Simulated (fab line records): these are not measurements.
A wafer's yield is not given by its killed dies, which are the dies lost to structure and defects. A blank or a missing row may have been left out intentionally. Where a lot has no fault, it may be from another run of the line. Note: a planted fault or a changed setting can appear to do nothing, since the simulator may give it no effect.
Which tool was responsible? || flow gf180mcu || Sampling: 14 lots, 42 wafers, 3 of 602 route steps

## WHAT THE GAUGES SHOWED, per wafer
GF_V5_CD_MEAS_14: target cd 260 nm.
{"lot": "L621", "measured": "day 27 08:37", "on": "cd sem-02", "cd nm (nm)": "258.3 258.2 258.3"}
{"lot": "L622", "measured": "day 27 18:22", "on": "cd sem-02", "cd nm (nm)": "259.5 258.1 259.0"}
{"lot": "L624", "measured": "day 28 09:25", "on": "cd sem-01", "cd nm (nm)": "259.9 261.4 259.7"}
{"lot": "L625", "measured": "day 28 19:32", "on": "cd sem-01", "cd nm (nm)": "258.3 257.1 257.3"}
{"lot": "L627", "measured": "day 29 14:43", "on": "cd sem-01", "cd nm (nm)": "259.6 259.7 260.4"}
{"lot": "L628", "measured": "day 29 20:25", "on": "cd sem-02", "cd nm (nm)": "260.2 260.5 260.6"}
{"lot": "L630", "measured": "day 30 10:13", "on": "cd sem-01", "cd nm (nm)": "259.4 261.1 259.9"}
{"lot": "L634", "measured": "day 31 11:13", "on": "cd sem-01", "cd nm (nm)": "260.9 260.8 259.7"}
{"lot": "L636", "measured": "day 31 18:22", "on": "cd sem-01", "cd nm (nm)": "262.0 262.0 260.1"}
{"lot": "L638", "measured": "day 32 02:55", "on": "cd sem-01", "cd nm (nm)": "260.3 259.5 261.3"}
{"lot": "L639", "measured": "day 32 13:01", "on": "cd sem-02", "cd nm (nm)": "258.2 258.3 257.4"}
{"lot": "L640", "measured": "day 32 19:48", "on": "cd sem-01", "cd nm (nm)": "262.3 261.5 262.4"}
{"lot": "L642", "measured": "day 33 04:46", "on": "cd sem-02", "cd nm (nm)": "259.4 259.4 260.2"}
{"lot": "L643", "measured": "day 33 19:52", "on": "cd sem-02", "cd nm (nm)": "258.1 259.3 259.0"}

## WHICH TOOL RAN EACH LOT (tool, then ch and the chambers of the sampled wafers, then the start)
{"lot": "L621", "GF_V1_STRIP_19": "wet bench-01 ch 0, day 18 05:37", "GF_V5_CMP_04": "cmp-02 ch 2,3, day 26 11:07"}
{"lot": "L622", "GF_V1_STRIP_19": "wet bench-03 ch 2, day 18 18:24", "GF_V5_CMP_04": "cmp-02 ch 1,2,3, day 26 21:47"}
{"lot": "L624", "GF_V1_STRIP_19": "wet bench-01 ch 0, day 19 12:36", "GF_V5_CMP_04": "cmp-02 ch 2,3, day 27 13:08"}
{"lot": "L625", "GF_V1_STRIP_19": "wet bench-03 ch 2, day 20 03:07", "GF_V5_CMP_04": "cmp-02 ch 0,2,3, day 28 00:02"}
{"lot": "L627", "GF_V1_STRIP_19": "wet bench-02 ch 0, day 21 00:34", "GF_V5_CMP_04": "cmp-02 ch 1,2, day 28 19:02"}
{"lot": "L628", "GF_V1_STRIP_19": "wet bench-01 ch 2, day 21 07:31", "GF_V5_CMP_04": "cmp-02 ch 0,2,3, day 29 01:20"}
{"lot": "L630", "GF_V1_STRIP_19": "wet bench-03 ch 0, day 22 02:10", "GF_V5_CMP_04": "cmp-01 ch 0,2,3, day 29 15:41"}
{"lot": "L634", "GF_V1_STRIP_19": "wet bench-01 ch 1, day 23 07:42", "GF_V5_CMP_04": "cmp-02 ch 0,1, day 30 16:44"}
{"lot": "L636", "GF_V1_STRIP_19": "wet bench-01 ch 3, day 23 17:28", "GF_V5_CMP_04": "cmp-01 ch 0,2,3, day 30 23:50"}
{"lot": "L638", "GF_V1_STRIP_19": "wet bench-02 ch 0, day 24 06:19", "GF_V5_CMP_04": "cmp-02 ch 0,2, day 31 09:28"}
{"lot": "L639", "GF_V1_STRIP_19": "wet bench-03 ch 1, day 24 17:49", "GF_V5_CMP_04": "cmp-02 ch 0,2,3, day 31 20:00"}
{"lot": "L640", "GF_V1_STRIP_19": "wet bench-02 ch 2, day 25 03:43", "GF_V5_CMP_04": "cmp-02 ch 1,2, day 32 02:50"}
{"lot": "L642", "GF_V1_STRIP_19": "wet bench-03 ch 1, day 25 15:37", "GF_V5_CMP_04": "cmp-02 ch 0,1,3, day 32 12:22"}
{"lot": "L643", "GF_V1_STRIP_19": "wet bench-03 ch 2, day 26 10:40", "GF_V5_CMP_04": "cmp-01 ch 1,3, day 33 03:49"}
- GF_V1_STRIP_19: strips in post etch residue remover, time 1200 s.
- GF_V5_CMP_04: polishes SiO2.

## WHAT THE TOOLS THEMSELVES READ (means of the sampled wafers that have a number; where no wafer has one, the mark that the record gives instead)
GF_V5_CMP_04.
{"lot": "L621", "tool": "cmp-02", "motor current A (A)": 12.2}
{"lot": "L622", "tool": "cmp-02", "motor current A (A)": 11.3}
{"lot": "L624", "tool": "cmp-02", "motor current A (A)": 11.8}
{"lot": "L625", "tool": "cmp-02", "motor current A (A)": 11.3}
{"lot": "L627", "tool": "cmp-02", "motor current A (A)": 10.8}
{"lot": "L628", "tool": "cmp-02", "motor current A (A)": 11.7}
{"lot": "L630", "tool": "cmp-01", "motor current A (A)": 12.6}
{"lot": "L634", "tool": "cmp-02", "motor current A (A)": 10.9}
{"lot": "L636", "tool": "cmp-01", "motor current A (A)": 12.5}
{"lot": "L638", "tool": "cmp-02", "motor current A (A)": 11.4}
{"lot": "L639", "tool": "cmp-02", "motor current A (A)": 11.7}
{"lot": "L640", "tool": "cmp-02", "motor current A (A)": 11.4}
{"lot": "L642", "tool": "cmp-02", "motor current A (A)": 11.0}
{"lot": "L643", "tool": "cmp-01", "motor current A (A)": 12.9}

## THE ANSWER, worked out from the rows above alone
Rule: the lots themselves supply what counts as usual. Put in order of their means at a reading, lots are off if they are a third of the lots or fewer, leave a main group of 4 or more, and stand apart from it by a gap of 3 or more times the standard deviation of the main group's means; of several such gaps the widest counts. A main group whose means are all the same, to the digits that the tables above print for the reading, isn't used. A lot without any number at a reading at which 4 lots or more have one is off too. Where the step has rows for the other lots, those lots are counted as sound. The gauges are gone through in route order, then the tools' own readings, and for those a lot's mean is taken as printed above. The first step at which some lot is off is used, and at that step the reading that is off furthest; a lot without a number counts as furthest.
No lot is off on any of the readings shown, so nothing can be concluded from this.

## WHAT WAS PUT IN BY THE SIMULATOR
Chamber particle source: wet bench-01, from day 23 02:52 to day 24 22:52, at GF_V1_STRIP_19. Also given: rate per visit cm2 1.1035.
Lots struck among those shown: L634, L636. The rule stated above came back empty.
